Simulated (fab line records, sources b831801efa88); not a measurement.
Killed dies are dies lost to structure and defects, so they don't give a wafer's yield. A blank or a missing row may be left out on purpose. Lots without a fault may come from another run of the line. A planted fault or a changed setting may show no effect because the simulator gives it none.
Chamber matching | flow gf180mcu | GF_CONTACT_ETCH_16 on rie_diel-03: 4 sister chambers
The step etches BARC in N2/H2. 8 wafers are shown with their chamber, then 11 later ones without.

WAFERS WITH THEIR CHAMBER
wafer  | chamber | drypump_motor_current_A (A) | chamber_pressure_mTorr (mTorr)
L081.6 | 0       | 6.3                         | 29.995
L085.3 | 3       | 5.3                         | 29.987
L085.4 | 2       | 5.6                         | 30.004
L085.5 | 1       | 5.6                         | 30.025
L087.1 | 2       | 5.7                         | 30.017
L087.3 | 1       | 5.6                         | 29.991
L087.4 | 3       | 5.3                         | 29.989
L088.4 | 0       | 6.3                         | 29.972

WAFERS WITHOUT THEIR CHAMBER
wafer  | drypump_motor_current_A (A) | chamber_pressure_mTorr (mTorr)
L088.5 | 5.6                         | 30.015
L088.6 | 5.6                         | 30.024
L090.3 | 5.4                         | 29.986
L090.4 | 5.7                         | 30.031
L090.6 | 6.3                         | 29.971
L095.1 | 5.6                         | 29.949
L095.2 | 5.7                         | 29.998
L095.3 | 6.3                         | 29.969
L097.1 | 5.6                         | 30.039
L097.2 | 5.7                         | 30.000
L097.3 | 6.3                         | 29.951

WHICH CHAMBER EACH WENT THROUGH
wafer  | from the rows above     | in truth
L088.5 | can't be placed: 1 or 2 | 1
L088.6 | can't be placed: 1 or 2 | 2
L090.3 | 3                       | 3
L090.4 | can't be placed: 2 or 1 | 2
L090.6 | 0                       | 0
L095.1 | can't be placed: 1 or 2 | 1
L095.2 | can't be placed: 2 or 1 | 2
L095.3 | 0                       | 0
L097.1 | can't be placed: 1 or 2 | 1
L097.2 | can't be placed: 2 or 1 | 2
L097.3 | 0                       | 0
Placed correctly: 4 of 11. Can't be placed from these rows: 7 (the true chamber is among the candidates in 7). Placed wrongly: 0.
How it was worked out, from the rows above alone: a wafer's distance from a chamber is the root of the sum, over the readings, of the square of ((its reading less the chamber's mean) divided by the reading's scatter). The wafer belongs to the nearest chamber; if the next one is less than 2 further off, it can't be placed. A chamber's mean is the mean of its shown wafers. The scatter: the root of (the sum of the squares of (reading less its chamber's mean) over the shown wafers, divided by (wafers less chambers)).
